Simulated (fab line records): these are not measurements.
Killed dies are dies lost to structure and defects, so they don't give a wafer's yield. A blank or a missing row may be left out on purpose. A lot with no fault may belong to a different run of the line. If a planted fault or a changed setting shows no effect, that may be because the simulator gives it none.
Problem report, 8D (eight disciplines) form, completed by code ; flow gf180mcu ; the parts of the form that need people (team, actions taken, sign-off) are left out

1. THE ISSUE
Across 12 wafers from 4 lots, HV_LDD_OVL at GF_HV_LDD_OVL_MEAS_08 averages 160.9 nm, while fault-free wafers read -0.2 nm with a standard deviation of 1.3. That is +99 or more standard deviations from the usual mean.
First observed at day 11 14:56: wafer L767.1, on overlay-02. The record has a number at this step for 39 wafers belonging to 13 lots. The rule behind "out" and "out of limits": a value lying over 4 standard deviations away from the usual mean. Any other wafer with a number is counted as sound.

2. WHAT IT IS AND WHAT IT IS NOT
question;is;is not
which readings at this step;HV_LDD_OVL;-
which lots;L767, L770, L771, L772;L763, L764, L765, L766, L776, L782, L783, L784, L785
which wafers of those lots;all that have a number;-
read on which gauges;overlay-01, overlay-02;-
when;from day 11 14:56;"up to then (12 sound wafers); but 15 sound wafers of L776, L782, L783, L784, L785 came after"

3. SUSPECTS, AND WHAT RULES EACH OUT
Counting: any tool at a process step up to the reading is kept as a suspect provided that every lot that is out went through it and no sound lot did after the first of them.
- ruled out: the gauge at GF_HV_LDD_OVL_MEAS_08. 2 gauges (overlay-01, overlay-02) read the wafers that are out.
- iline stepper-01 at GF_HV_LDD_EXPOSE_04 (exposes mask Nplus LV AREA, target cd 400 nm): kept. All lots that are out passed through it, beginning with L767 at day 11 05:31, and no sound lot followed; its final sound lot before that point was L765 at day 10 19:40.
Remaining after the count: iline stepper-01 at GF_HV_LDD_EXPOSE_04.

4. THE CAUSE (what the simulator had put in)
Scanner matching overlay: iline stepper-01, from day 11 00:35 on, at GF_HV_LDD_EXPOSE_04. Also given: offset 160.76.
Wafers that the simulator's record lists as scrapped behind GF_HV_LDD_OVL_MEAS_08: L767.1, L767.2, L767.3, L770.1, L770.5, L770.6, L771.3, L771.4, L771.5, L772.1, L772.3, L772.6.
After counting, this tool was the only one left.

5. THE CHAIN OF EFFECTS, in route order
Each row: a reading where the mean over the struck wafers with a number is more than 3 standard deviations away from the usual. Only readings whose record carries a usual standard deviation are examined. hours: median over the lots of the time between each lot's start at the first step of this table that gives one and its start at this step. sigmas: the change, counted in usual standard deviations.
hours;step;reading;usual;on struck wafers;change;sigmas
0;GF_HV_LDD_OVL_MEAS_08;HV_LDD_OVL;-0.2 nm;160.9;+161.1;+99 or more

6. HOW IT WOULD HAVE BEEN CAUGHT EARLIER
In this record the first reading out of limits at a measuring or inspecting step was taken at day 11 14:56, 14 hours after the fault began at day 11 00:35.
An alarm limit of 4 standard deviations would not have fired on the tool readings at GF_HV_LDD_EXPOSE_04 for which the record gives a usual standard deviation, since none of them was out on any struck wafer.
L770, L771, L772, from the lots that are out (4), started GF_HV_LDD_EXPOSE_04 on iline stepper-01 later than day 11 14:56. A hold on the tool at that time would have spared those 3.
